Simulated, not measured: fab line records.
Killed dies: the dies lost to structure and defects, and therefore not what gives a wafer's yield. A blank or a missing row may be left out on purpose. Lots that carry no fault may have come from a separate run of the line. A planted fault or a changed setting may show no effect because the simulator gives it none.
Check for tools in common | flow sky130 | Sample size 12 lots and 42 wafers

REASON FOR OPENING
2 of 12 lots carry a flag on the reading VT_ADJUST_NCORE_TW at SKY_VT_ADJUST_NCORE_TW_MEAS_11. Wafers without a fault read 221.6, standard deviation 1.8.
Rule: flag the lot when none of its wafers has a number, or when each of its wafers that has one lies beyond 4 standard deviations from that mean. All remaining lots are regarded as sound.

lot  | measured     | on           | VT_ADJUST_NCORE_TW, wafer by wafer  | flag
L221 | day 8 10:11  | filmMetro-01 | 224.3 223.6 224.0                   | 
L222 | day 8 16:25  | filmMetro-01 | 223.7 223.8 223.6                   | 
L223 | day 8 23:16  | filmMetro-01 | 224.0 223.6 223.8                   | 
L225 | day 9 18:04  | filmMetro-01 | 273.5 271.9 272.1 271.6 270.7 270.5 | FLAGGED
L227 | day 9 23:48  | filmMetro-01 | 272.4 272.4 271.2 271.4 272.5 272.1 | FLAGGED
L234 | day 12 07:41 | filmMetro-01 | 223.9 222.8 223.7                   | 
L235 | day 12 11:50 | filmMetro-01 | 223.3 223.7 222.3                   | 
L239 | day 13 23:02 | filmMetro-04 | 220.5 221.6 220.5                   | 
L240 | day 14 08:28 | filmMetro-04 | 220.7 222.3 220.5                   | 
L241 | day 14 11:08 | filmMetro-03 | 219.0 217.5 219.0                   | 
L242 | day 14 14:07 | filmMetro-01 | 224.2 223.5 223.9                   | 
L243 | day 14 21:09 | filmMetro-01 | 223.4 223.1 223.0                   | 
On average the flagged lots' numbers are 271.9, which is +50.3 against the usual, or +28 standard deviations.

EACH LOT AND THE TOOL IT RAN ON
The record holds 1 process step before the reading, out of a route of 708 steps. Every cell lists first the tool, next ch and the chambers used by the sampled wafers, and last the start.
lot  | flag    | SKY_VT_ADJUST_NCORE_IMPLANT_09
L221 |         | implanter-01 ch 0, day 8 09:59
L222 |         | implanter-04 ch 0, day 8 16:11
L223 |         | implanter-01 ch 0, day 8 23:01
L225 | FLAGGED | implanter-02 ch 0, day 9 17:29
L227 | FLAGGED | implanter-04 ch 0, day 9 23:14
L234 |         | implanter-02 ch 0, day 12 07:26
L235 |         | implanter-01 ch 0, day 12 11:35
L239 |         | implanter-04 ch 0, day 13 22:49
L240 |         | implanter-04 ch 0, day 14 08:13
L241 |         | implanter-01 ch 0, day 14 10:55
L242 |         | implanter-01 ch 0, day 14 13:52
L243 |         | implanter-02 ch 0, day 14 20:56
What these steps do:
- SKY_VT_ADJUST_NCORE_IMPLANT_09
- SKY_VT_ADJUST_NCORE_TW_MEAS_11

FLAGGED OVER TOTAL, TOOL BY TOOL (the gauges that took the reading come last)
step                           | tool         | lots run | flagged | share of the flagged lots | sound lots run after its first flagged lot
SKY_VT_ADJUST_NCORE_IMPLANT_09 | implanter-01 | 5        | 0       | none                      | -
SKY_VT_ADJUST_NCORE_IMPLANT_09 | implanter-02 | 3        | 1       | some                      | 2 (L234,L243)
SKY_VT_ADJUST_NCORE_IMPLANT_09 | implanter-04 | 4        | 1       | some                      | 2 (L239,L240)
SKY_VT_ADJUST_NCORE_TW_MEAS_11 | filmMetro-01 | 9        | 2       | all                       | 4 (L234,L235,L242,L243)
SKY_VT_ADJUST_NCORE_TW_MEAS_11 | filmMetro-03 | 1        | 0       | none                      | -
SKY_VT_ADJUST_NCORE_TW_MEAS_11 | filmMetro-04 | 2        | 0       | none                      | -

WHAT THE TABLE PERMITS
All flagged lots share 1 row of the table, namely filmMetro-01 at SKY_VT_ADJUST_NCORE_TW_MEAS_11.
- filmMetro-01 at SKY_VT_ADJUST_NCORE_TW_MEAS_11 ran 9 lots, 2 of them flagged. Sound lots ran on it after the first flagged one (L234, L235, L242, L243), which a lasting fault on the whole tool wouldn't allow.
Not one row of the table ran every flagged lot while running no sound lot after the first.

WHAT WAS PUT IN BY THE SIMULATOR
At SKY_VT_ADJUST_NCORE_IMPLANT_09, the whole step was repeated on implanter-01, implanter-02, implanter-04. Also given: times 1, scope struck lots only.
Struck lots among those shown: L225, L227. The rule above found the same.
